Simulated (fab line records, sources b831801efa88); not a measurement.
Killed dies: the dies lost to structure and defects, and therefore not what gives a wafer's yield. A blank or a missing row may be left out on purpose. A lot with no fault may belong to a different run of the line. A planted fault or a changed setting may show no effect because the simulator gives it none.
2 desks, one fault	flow sfq_line	what lay behind the numbers comes last; until then each desk has only its own

## THE TOOL OWNER'S DESK: rie_diel-01
The tool's own readings at SFQ_TRILAYER_I2_VIA_ETCH_VIA_ETCH_070 (etches SiO2 in CHF3, stops on Nb, target depth 260 nm): means of the sampled wafers that have a number, for each lot that ran on this tool. The brackets show how far a lot's mean lies from the usual mean; more than 4 standard deviations puts the lot out of limits, marked OUT.
Columns: A = bias_w at SFQ_TRILAYER_I2_VIA_ETCH_VIA_ETCH_070, usual 80.02 W; B = drypump_motor_current_A at SFQ_TRILAYER_I2_VIA_ETCH_VIA_ETCH_070, usual 5.7 A; C = oes_product_au at SFQ_TRILAYER_I2_VIA_ETCH_VIA_ETCH_070, usual 0.856 a.u.
lot	first seen here	A	B	C
L749	day 23 12:44	79.89	5.5	0.863
L759	day 27 18:05	80.14	5.5	0.846
L764	day 29 22:07	76.53 (-14) OUT	5.8	0.855
L766	day 30 06:31	76.48 (-14) OUT	5.5	0.851
This desk's finding: out of limits on L764, L766; first on L764, day 29 22:07 (bias_w at SFQ_TRILAYER_I2_VIA_ETCH_VIA_ETCH_070). Within limits: L749, L759.

## THE METROLOGY DESK
What the gauges read, lot by lot, whatever tool the lot ran on: means of the sampled wafers that have a number. The brackets show how far a lot's mean lies from the usual mean; more than 4 standard deviations puts the lot out of limits, marked OUT.
Columns: A = I1_OVL at SFQ_I1_OVL_MEAS_913, usual 0 nm
lot	first seen here	A
L748	day 17 15:44	-4
L749	day 18 01:20	3
L750	day 18 03:44	1
L751	day 18 07:20	-3
L752	day 18 09:44	-3
L753	day 18 20:32	-6
L754	day 19 06:08	-9
L755	day 19 16:56	-8
L756	day 20 04:56	5
L759	day 22 00:30	-1
L764	day 23 11:19	-4
L765	day 23 13:43	8
L766	day 23 19:42	2
L770	day 24 20:55	9
Result from this desk: across the 14 lots, nothing is out of limits.

## ALL TOGETHER
The tool owner's desk had the chance to raise an alarm at day 29 22:07 on L764, L766.
At the metrology desk, nothing out of limits was observed.
The metrology desk has L764, L766 on record, within its limits.
All the named lots went through SFQ_TRILAYER_I2_VIA_ETCH_VIA_ETCH_070 on rie_diel-01.

## WHAT HAD BEEN PUT IN BY THE SIMULATOR
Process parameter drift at SFQ_TRILAYER_I2_VIA_ETCH_VIA_ETCH_070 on rie_diel-01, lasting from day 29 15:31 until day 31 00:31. The setting bias_w was moved by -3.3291, starting from 80. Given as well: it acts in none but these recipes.
Lots struck among those shown: L764, L766.
Delay in hours, fault start to first out-of-limits reading, by desk: the tool owner's desk at 7.
